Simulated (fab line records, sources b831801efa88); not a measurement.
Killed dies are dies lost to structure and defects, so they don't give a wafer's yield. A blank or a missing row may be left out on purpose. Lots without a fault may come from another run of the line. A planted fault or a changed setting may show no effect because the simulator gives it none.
Tool commonality check | flow sky130 | 12 lots, 42 wafers sampled

WHY IT WAS OPENED
At SKY_NWELL_TW_MEAS_26 the reading NWELL_2_TW is flagged on 2 of 12 lots. Wafers without a fault read 496, standard deviation 4.2.
Rule: a lot is flagged when every wafer of it that has a number lies more than 4 standard deviations from that mean, or none has a number. The other lots count as sound.

lot  | measured     | on            | NWELL_2_TW, wafer by wafer    | flag
L660 | day 5 10:36  | film_metro-04 | 505 506 502                   |
L661 | day 5 14:04  | film_metro-03 | 499 501 503                   |
L662 | day 5 22:08  | film_metro-04 | 501 501 504                   |
L665 | day 6 18:17  | film_metro-02 | 1096 1085 1093 1098 1090 1095 | FLAGGED
L666 | day 7 00:03  | film_metro-03 | 1107 1116 1111 1112 1116 1117 | FLAGGED
L672 | day 8 10:41  | film_metro-04 | 499 498 500                   |
L674 | day 8 21:36  | film_metro-04 | 496 500 500                   |
L678 | day 9 21:38  | film_metro-02 | 495 492 495                   |
L679 | day 10 04:33 | film_metro-04 | 498 498 498                   |
L681 | day 10 19:11 | film_metro-03 | 498 497 495                   |
L682 | day 10 23:13 | film_metro-04 | 500 500 497                   |
L683 | day 11 05:19 | film_metro-04 | 497 500 497                   |
The numbers of the flagged lots are 1103 on average: +607 against the usual, or +99 or more standard deviations.

WHICH TOOL RAN EACH LOT
The record holds 2 process steps before the reading, out of a route of 708 steps. In each cell: the tool, then ch and the chambers that the sampled wafers went through, then the start.
lot  | flag    | SKY_NWELL_COAT_05                | SKY_NWELL_STRIP_14
L660 |         | litho_track-01 ch 0, day 4 07:14 | plasma_asher-02 ch 0,1, day 4 16:53
L661 |         | litho_track-04 ch 0, day 4 11:37 | plasma_asher-04 ch 0,1, day 4 20:28
L662 |         | litho_track-02 ch 0, day 4 17:40 | plasma_asher-01 ch 0,1, day 5 03:31
L665 | FLAGGED | litho_track-01 ch 0, day 5 12:40 | plasma_asher-04 ch 0,1, day 5 22:34
L666 | FLAGGED | litho_track-01 ch 0, day 5 16:50 | plasma_asher-01 ch 0,1, day 6 04:27
L672 |         | litho_track-04 ch 0, day 7 03:08 | plasma_asher-01 ch 0,1, day 7 13:28
L674 |         | litho_track-04 ch 0, day 7 12:19 | plasma_asher-01 ch 0,1, day 7 23:57
L678 |         | litho_track-04 ch 0, day 8 12:14 | plasma_asher-01 ch 0,1, day 8 23:41
L679 |         | litho_track-02 ch 0, day 8 18:32 | plasma_asher-02 ch 0,1, day 9 05:29
L681 |         | litho_track-01 ch 0, day 9 06:59 | plasma_asher-01 ch 0,1, day 9 19:30
L682 |         | litho_track-02 ch 0, day 9 10:37 | plasma_asher-02 ch 0,1, day 9 23:11
L683 |         | litho_track-02 ch 0, day 9 17:13 | plasma_asher-01 ch 0,1, day 10 05:18
What these steps do:
- SKY_NWELL_COAT_05: resist thk 3000 nm.
- SKY_NWELL_STRIP_14: strips in O2/N2.
- SKY_NWELL_TW_MEAS_26

FLAGGED OVER TOTAL, TOOL BY TOOL (the gauges that took the reading come last)
step                 | tool            | lots run | flagged | share of the flagged lots | sound lots run after its first flagged lot
SKY_NWELL_COAT_05    | litho_track-01  | 4        | 2       | all                       | 1 (L681)
SKY_NWELL_COAT_05    | litho_track-02  | 4        | 0       | none                      | -
SKY_NWELL_COAT_05    | litho_track-04  | 4        | 0       | none                      | -
SKY_NWELL_STRIP_14   | plasma_asher-01 | 7        | 1       | some                      | 5 (L672,L674,L678,L681,L683)
SKY_NWELL_STRIP_14   | plasma_asher-02 | 3        | 0       | none                      | -
SKY_NWELL_STRIP_14   | plasma_asher-04 | 2        | 1       | some                      | 0
SKY_NWELL_TW_MEAS_26 | film_metro-02   | 2        | 1       | some                      | 1 (L678)
SKY_NWELL_TW_MEAS_26 | film_metro-03   | 3        | 1       | some                      | 1 (L681)
SKY_NWELL_TW_MEAS_26 | film_metro-04   | 7        | 0       | none                      | -

WHAT THE TABLE ALLOWS
1 row of the table ran every flagged lot: litho_track-01 at SKY_NWELL_COAT_05.
- litho_track-01 at SKY_NWELL_COAT_05: 2 of its 4 lots flagged. Sound lots ran on it after the first flagged one (L681), which a lasting fault on the whole tool wouldn't allow.
No row of the table ran every flagged lot and no sound lot after the first.

WHAT THE SIMULATOR HAD PUT IN
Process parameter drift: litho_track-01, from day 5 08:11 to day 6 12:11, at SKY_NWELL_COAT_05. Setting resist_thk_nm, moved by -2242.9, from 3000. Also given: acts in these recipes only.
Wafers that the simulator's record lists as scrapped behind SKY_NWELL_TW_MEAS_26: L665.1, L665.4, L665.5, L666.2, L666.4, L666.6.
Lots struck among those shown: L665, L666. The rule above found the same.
